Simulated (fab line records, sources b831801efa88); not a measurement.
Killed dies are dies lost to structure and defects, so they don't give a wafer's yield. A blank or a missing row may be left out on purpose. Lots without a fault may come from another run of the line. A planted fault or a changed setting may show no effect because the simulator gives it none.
A struck lot beside a sound one | flow sky130 | 17 steps out of a route of 708
Sound: wafers L561.1, L561.2, L561.3. Struck: wafers L567.1, L567.3, L567.6. The cause comes at the end.
At each step with rows: each side's tool, then ch and its chambers, then its first start. Under that, the readings that differ: sound wafers | struck wafers | difference of the means | sigmas: that difference in standard deviations of wafers without a fault.
alike: readings whose means differ by less than 2 such deviations, and words and numbers that are the same on both sides. not compared: withheld readings, readings that some wafer has no value for, bounds like >300 that may hide the same value, and numbers for which the record gives no deviation and whose values overlap.
The two part at a step that has a row with sigmas, a row that says differs or no value, or rows on one side only. Numbers that don't overlap but have no deviation are shown without sigmas and don't part them. A reading that every wafer of one side lacks parts them only if that side has two wafers or more.

first, 1 step without rows for these wafers: SKY_NWELL_IMPLANT_24.
SKY_NWELL_STRIP_25: strips in O2/N2.
  sound on plasma_asher-02 ch 0,1, day 6 16:46; struck on plasma_asher-02 ch 0,1, day 8 06:25
  alike: drypump_motor_current_A, oes_product_au, strip_time_to_endpoint_s
  not compared: rf_hours_counter_h
SKY_NWELL_TW_MEAS_26:
  sound on film_metro-04, day 6 16:52; struck on film_metro-04, day 8 06:31
  alike: NWELL_2_TW
then, 1 step without rows for these wafers: SKY_NWELL_CLEAN_27 (cleans in SC1/SC2, time 150 s).
SKY_NWELL_RTA_28: time 30 s.
  sound on rtp_anneal-02 ch 0, day 6 16:59; struck on rtp_anneal-02 ch 0, day 8 06:37
  alike: lamp_power_pct, wafer_temp_C_max
SKY_NWELL_RS_MEAS_29: measures by four-point-probe.
  sound on film_metro-03, day 6 17:05; struck on film_metro-02, day 8 06:43
  alike: NWELL_RS
SKY_NWELL_RS_MEAS_31: measures by four-point-probe.
  sound on film_metro-03, day 6 17:19; struck on film_metro-02, day 8 06:58
  alike: PWDE_RS
then, 4 steps without rows for these wafers: SKY_VT_ADJUST_HVTP_DEHYDRATE_00 (time 60 s); SKY_VT_ADJUST_HVTP_HMDS_01 (prime time 60 s); SKY_VT_ADJUST_HVTP_COAT_02 (resist thk 1140 nm); SKY_VT_ADJUST_HVTP_SOFTBAKE_03 (time 60 s).
SKY_VT_ADJUST_HVTP_EXPOSE_04: exposes mask HVTPM, target cd 380 nm.
  sound on iline_stepper-02 ch 0, day 7 02:53; struck on iline_stepper-02 ch 0, day 8 17:11
  reading                                | sound             | struck            | difference | sigmas
  model.VT_ADJUST_HVTP.overlay_x_nm (nm) | 1.316 1.316 1.316 | 41.16 41.16 41.16 | +39.84     |
  alike: mask
then, 2 steps without rows for these wafers: SKY_VT_ADJUST_HVTP_PEB_05; SKY_VT_ADJUST_HVTP_DEVELOP_06 (develop time 60 s).
SKY_VT_ADJUST_HVTP_CD_MEAS_07: target cd 380 nm.
  sound on cd_sem-01, day 7 12:13; struck on cd_sem-01, day 9 03:35
  alike: cd_nm
SKY_VT_ADJUST_HVTP_OVL_MEAS_08:
  sound on overlay-01, day 7 12:20; struck on overlay-02, day 9 03:55
  reading                 | sound       | struck         | difference | sigmas
  VT_ADJUST_HVTP_OVL (nm) | 0.8 0.6 0.2 | 42.2 42.8 45.0 | +42.8      | +27
  not compared: hold
-- the record jumps here: 40 days lie between the struck wafers' starts before and after (it left off in module VT_ADJUST_HVTP and takes up again in module PAD_OPEN, whose first step shown is number 708 of the route) --
SKY_PAD_OPEN_PROBE_99:
  sound on prober-01, day 46 19:47; struck on prober-01, day 48 16:53
  reading                                    | sound                   | struck                  | difference | sigmas
  model.etest.sram_pfet_latch.drive_ua_um    | 139.8 151.8 138.6       | 153.4 156.4 158.5       | +12.7      |
  model.etest.sram_pfet_latch.off_log10_a_um | -12.89 -12.43 -12.98    | -11.8 -11.89 -11.86     | +0.9       |
  model.etest.sram_pfet_latch.vt_sat_v (V)   | -0.7893 -0.7524 -0.8038 | -0.7059 -0.7034 -0.6995 | +0.0789    |
  model.etest.sram_pfet_latch.vt_v (V)       | -0.9115 -0.8878 -0.9293 | -0.8589 -0.8538 -0.8558 | +0.0534    |
  alike: killed_at_M0_to_M3, killed_at_M4_up, killed_at_contacts, killed_at_front_end, killed_at_other, killed_dies, killed_on_rim, killed_open, killed_short

WHERE THEY PART
Only at SKY_VT_ADJUST_HVTP_OVL_MEAS_08, within this record. Later steps at which nothing parts them and some readings are alike: SKY_PAD_OPEN_PROBE_99.

WHY: what the simulator had put in
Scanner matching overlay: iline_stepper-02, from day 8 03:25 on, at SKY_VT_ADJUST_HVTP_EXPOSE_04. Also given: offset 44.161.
